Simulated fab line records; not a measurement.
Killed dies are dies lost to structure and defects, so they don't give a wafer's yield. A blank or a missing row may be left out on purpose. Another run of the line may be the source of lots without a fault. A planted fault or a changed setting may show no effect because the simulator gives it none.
What tool caused it?    flow gf180mcu    13 lots with 38 wafers sampled at 5 steps, on a route of 602 steps

== WHAT THE GAUGES SHOWED, per wafer ==
GF_M3_THK_MEAS_06: measures by xrf. Usual: for M3_ALCU_THK the level is 451 nm and the standard deviation is 6.2.
lot   measured      on            M3_ALCU_THK (nm)  flag
L976  day 20 16:55  filmMetro-04  459 455 455       
L977  day 21 04:54  filmMetro-01  449 448 448       
L978  day 21 15:11  filmMetro-03  451 441 453       
L979  day 22 00:07  filmMetro-03  454 448 457       
L985  day 24 02:17  filmMetro-03  457 455 456       
L986  day 24 16:20  filmMetro-03  451 452 447       
L987  day 24 18:59  filmMetro-03  446 458 455       
L988  day 25 00:40  filmMetro-04  450 441 443       
L989  day 25 11:17  filmMetro-04  451 443 457       
L990  day 25 15:43  filmMetro-01  445 449 445       
L995  day 27 06:59  filmMetro-01  452 452           
L997  day 27 15:53  filmMetro-03  450 458 446       
L998  day 28 05:43  filmMetro-01  451 443 453       

GF_M3_OVL_MEAS_15. Usual: for M3_OVL the level is 0 nm and the standard deviation is 5.2.
lot   measured      on          M3_OVL (nm)  flag
L976  day 21 16:23  overlay-02  -5 4 -1      
L977  day 22 04:39  overlay-02  0 -5 -1      
L978  day 22 15:00  overlay-01  4 -1 2       
L979  day 22 23:01  overlay-02  3 -3 4       
L985  day 25 00:08  overlay-02  -4 3 -1      
L986  day 25 13:17  overlay-02  7 9 13       
L987  day 25 16:18  overlay-02  -3 -10 -6    
L988  day 25 21:54  overlay-01  12 3 4       
L989  day 26 07:54  overlay-01  5 8 7        
L990  day 26 12:20  overlay-01  0 -1 1       
L995  day 28 02:48  overlay-01  -2 -1        
L997  day 28 11:18  overlay-02  4 10 6       
L998  day 29 01:03  overlay-01  0 -1 0       

GF_V3_THK_MEAS_01. Usual: for V3_CVD_00_THK the level is 603 nm and the standard deviation is 6.9.
lot   measured      on            V3_CVD_00_THK (nm)  flag
L976  day 21 17:14  filmMetro-03  601 607 606         
L977  day 22 05:25  filmMetro-03  605 605 603         
L978  day 22 15:46  filmMetro-04  605 591 601         
L979  day 22 23:47  filmMetro-03  606 603 603         
L985  day 25 00:55  filmMetro-04  592 605 604         
L986  day 25 14:14  filmMetro-02  596 616 599         
L987  day 25 17:10  filmMetro-04  612 611 613         
L988  day 25 22:49  filmMetro-02  608 618 610         
L989  day 26 08:42  filmMetro-03  612 614 610         
L990  day 26 13:07  filmMetro-03  610 597 607         
L995  day 28 03:40  filmMetro-02  507 506             OFF
L997  day 28 12:04  filmMetro-04  594 595 601         
L998  day 29 01:48  filmMetro-04  595 608 596         

== EACH LOT AND THE TOOL THAT RAN IT (in order: tool; ch and the chambers of the sampled wafers; start) ==
lot   GF_M3_SPUTTER_03             GF_V3_CVD_00
L976  pvdSputter-04, day 20 16:44  hdpcvd-01 ch 1,2, day 21 17:10
L977  pvdSputter-04, day 21 04:43  hdpcvd-01 ch 0,2, day 22 05:20
L978  pvdSputter-01, day 21 14:59  hdpcvd-02 ch 0,2, day 22 15:40
L979  pvdSputter-01, day 21 23:55  hdpcvd-02 ch 0,1,2, day 22 23:41
L985  pvdSputter-01, day 24 02:06  hdpcvd-01 ch 0,1, day 25 00:50
L986  pvdSputter-04, day 24 16:09  hdpcvd-01 ch 0,1, day 25 14:08
L987  pvdSputter-02, day 24 18:49  hdpcvd-01 ch 0,2, day 25 17:05
L988  pvdSputter-04, day 25 00:28  hdpcvd-01 ch 0,1, day 25 22:44
L989  pvdSputter-02, day 25 11:07  hdpcvd-02 ch 0,1, day 26 08:38
L990  pvdSputter-01, day 25 15:31  hdpcvd-01 ch 0,1,2, day 26 13:02
L995  pvdSputter-02, day 27 06:48  hdpcvd-01 ch 0, day 28 03:35
L997  pvdSputter-02, day 27 15:41  hdpcvd-02 ch 0,2, day 28 11:58
L998  pvdSputter-02, day 28 05:32  hdpcvd-02 ch 0,2, day 29 01:44
- GF_M3_SPUTTER_03: material Ti, target thk 10 nm, time 6.7 s.
- GF_V3_CVD_00: deposits SiO2, target thk 600 nm, time 100 s.

== WHAT THE TOOLS THEMSELVES READ (means of the sampled wafers that have a number; where no wafer has one, the mark that the record gives instead) ==
GF_M3_SPUTTER_03. Usual: 29.9 % for throttleValvePct, sd 0.87.
lot   tool           throttleValvePct (%)  flag
L976  pvdSputter-04  28.6                  
L977  pvdSputter-04  30.3                  
L978  pvdSputter-01  31.0                  
L979  pvdSputter-01  30.0                  
L985  pvdSputter-01  29.9                  
L986  pvdSputter-04  29.5                  
L987  pvdSputter-02  30.2                  
L988  pvdSputter-04  29.3                  
L989  pvdSputter-02  30.0                  
L990  pvdSputter-01  30.4                  
L995  pvdSputter-02  30.1                  
L997  pvdSputter-02  29.9                  
L998  pvdSputter-02  29.7                  

GF_V3_CVD_00. Usual: 60.01 sccm for sih4FlowSccm, sd 0.17.
lot   tool       sih4FlowSccm (sccm)  flag
L976  hdpcvd-01  60.07                
L977  hdpcvd-01  60.03                
L978  hdpcvd-02  60.06                
L979  hdpcvd-02  60.10                
L985  hdpcvd-01  59.95                
L986  hdpcvd-01  60.07                
L987  hdpcvd-01  59.98                
L988  hdpcvd-01  60.06                
L989  hdpcvd-02  59.94                
L990  hdpcvd-01  60.01                
L995  hdpcvd-01  51.11                OFF
L997  hdpcvd-02  59.97                
L998  hdpcvd-02  59.83                

== THE ANSWER, worked out from the rows above alone ==
Rule: lot off if the mean of its wafers having a number is beyond 3 standard deviations from the usual mean. Also off: a lot with no number at a reading for which 4 or more lots have one. All remaining lots with rows at the step are treated as sound. Order of review: gauges by route order, followed by the tools' own readings, for which a lot's mean as printed above is used. At the first step where some lot is off, the reading lying furthest off is the one used; lots without a number count as furthest.
Off: L995, at GF_V3_THK_MEAS_01 (V3_CVD_00_THK).
If a tool, at a process step before that reading, ran all the lots that are off and no sound lot after the first of them, it fits. Not tried: the gauges at GF_V3_THK_MEAS_01; whatever is off there is also off at GF_V3_CVD_00, on other tools, and gauge error can't account for it. One fits: GF_V3_CVD_00 on hdpcvd-01. A fault onset in the window from L990 (day 26 13:02, its last sound lot) to L995 (day 28 03:35, its first lot off) fits.
On the lots that are off, the tool's own readings at GF_V3_CVD_00 differ by more than 5 times the standard deviation of the sound lots' means, which bears it out; sih4FlowSccm reads 51.11 sccm there versus 60.01 sccm on the sound lots.

== WHAT WAS PUT IN BY THE SIMULATOR ==
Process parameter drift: hdpcvd-01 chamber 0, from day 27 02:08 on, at GF_V3_CVD_00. A move of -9 in setting sih4FlowSccm, from 60. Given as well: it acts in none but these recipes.
Lots struck among those shown: L995. The rule given above showed the same thing.
